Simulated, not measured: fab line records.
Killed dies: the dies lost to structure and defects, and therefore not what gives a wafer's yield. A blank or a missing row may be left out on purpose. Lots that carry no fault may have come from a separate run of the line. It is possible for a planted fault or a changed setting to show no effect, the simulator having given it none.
Split-lot study | flow sfq line | 23 wafers read from 5 lots, route of 325 steps

## SPLIT DETAILS
At SFQ_TRILAYER_M2_LITHO_COAT_057 (resist thk 600 nm), the setting resist thk nm was moved away from the recipe's 600 nm on 5 of the 23 wafers read, by -2.8% to +5.2%. For the rest of the wafers, this setting stayed at what the recipe calls for.

Reading taken at the split's own step.

## THE READING
KrF_of_TRILAYER_M2_LITHO_COAT_057.thk nm (the simulator's own value, which no gauge read), in nm, at SFQ_TRILAYER_M2_LITHO_COAT_057 (resist thk 600 nm). The file does not state a usual value for it. Average 600.0 nm, standard deviation 2.1 nm, over the 18 wafers here run with the recipe.

wafer  | tool, chamber at the split | resist thk nm as run, nm | against the recipe | KrF_of_TRILAYER_M2_LITHO_COAT_057.thk nm, nm | against lot-mates on the recipe
L078.1 | litho track-03, 0          | 600                      | recipe             | 598.9                                        | -
L078.2 | litho track-03, 0          | 600                      | recipe             | 600.4                                        | -
L078.3 | litho track-03, 0          | 600                      | recipe             | 599.2                                        | -
L078.5 | litho track-03, 0          | 600                      | recipe             | 598.1                                        | -
L078.6 | litho track-03, 0          | 600                      | recipe             | 598.7                                        | -
L080.3 | litho track-01, 0          | 600                      | recipe             | 602.9                                        | -
L080.4 | litho track-01, 0          | 600                      | recipe             | 602.8                                        | -
L080.5 | litho track-01, 0          | 600                      | recipe             | 601.3                                        | -
L082.1 | litho track-04, 0          | 600                      | recipe             | 598.2                                        | -
L082.2 | litho track-04, 0          | 583.2                    | -2.8%              | 580.8                                        | -17.4
L082.3 | litho track-04, 0          | 600                      | recipe             | 599.2                                        | -
L082.5 | litho track-04, 0          | 583.2                    | -2.8%              | 583.7                                        | -14.5
L082.6 | litho track-04, 0          | 600                      | recipe             | 597.3                                        | -
L083.1 | litho track-03, 0          | 600                      | recipe             | 602.4                                        | -
L083.3 | litho track-03, 0          | 600                      | recipe             | 602.5                                        | -
L083.4 | litho track-03, 0          | 600                      | recipe             | 601.5                                        | -
L083.5 | litho track-03, 0          | 600                      | recipe             | 601.9                                        | -
L083.6 | litho track-03, 0          | 600                      | recipe             | 601.9                                        | -
L084.1 | litho track-04, 0          | 600                      | recipe             | 596.2                                        | -
L084.2 | litho track-04, 0          | 631.3                    | +5.2%              | 630.4                                        | +33.7
L084.3 | litho track-04, 0          | 600                      | recipe             | 597.2                                        | -
L084.4 | litho track-04, 0          | 631.3                    | +5.2%              | 629.1                                        | +32.4
L084.6 | litho track-04, 0          | 631.3                    | +5.2%              | 630                                          | +33.3

FIT RESULTS
A straight line over all 23 wafers: KrF_of_TRILAYER_M2_LITHO_COAT_057.thk nm changes by +5.84 nm for each +1% of resist thk nm; r = +0.99; the points scatter about the line by 2.1 nm.
The same after taking each lot's own level away (the mean of its wafers on the recipe; 23 wafers): +6.23 nm for each +1%; r = +1.00; scatter 0.9 nm.
According to that fit, moving resist thk nm by its largest amount changes the reading by 32 nm.
Across the lots, their own levels run from 596.70 to 602.33 nm, a range of 2.7 times the standard deviation given above.
The two slopes agree, so the slope changes little with the lot-to-lot level.
Check: +32.3 nm against its lot-mates is what the line predicts for one of the wafers moved furthest among these (+5.2%) when that wafer is left out of the fit. Against them it came out at +33.7 nm.

## OTHER SPLITS APPLIED TO THESE WAFERS
Other splits were also applied to these wafers ahead of the reading. Each is held against what the fit with the lots' levels taken away leaves over:
other split on the same wafers                    | wafers away from the commonest value | r with KrF_of_TRILAYER_M2_LITHO_COAT_057.thk nm (lot level and that fit taken away)
SFQ_TRILAYER_INCOMING_OXIDATION_002 ox time s     | 15                                   | -0.09
SFQ_TRILAYER_L0_VIA_LITHO_COAT_018 spin rpm       | 10                                   | +0.28
SFQ_TRILAYER_L0_VIA_BARC_OPEN_VIA_ETCH_021 time s | 4                                    | -0.01
SFQ_TRILAYER_M0_LITHO_PEB_024 peb time s          | 8                                    | +0.10
SFQ_TRILAYER_M0_ETCH_METAL_ETCH_024 time s        | 7                                    | -0.04
SFQ_TRILAYER_I0_VIA_LITHO_COAT_031 spin rpm       | 7                                    | -0.25
SFQ_TRILAYER_I0_VIA_LITHO_PEB_034 peb temp c      | 10                                   | +0.07
SFQ_TRILAYER_I0_VIA_ETCH_VIA_ETCH_034 bias w      | 10                                   | -0.43
SFQ_TRILAYER_M1_LITHO_EXPOSE_040 dose mj          | 9                                    | +0.05
SFQ_TRILAYER_I1_VIA_LITHO_COAT_049 spin rpm       | 8                                    | +0.03
SFQ_TRILAYER_I1_VIA_LITHO_EXPOSE_050 dose mj      | 10                                   | +0.28
SFQ_TRILAYER_I1_VIA_ETCH_VIA_ETCH_052 bias w      | 8                                    | +0.04

## THE FILE'S OWN FIT
KrF_of_TRILAYER_M2_LITHO_COAT_057.thk nm changes by +6.21 nm for each +1% of resist thk nm, r = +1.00.
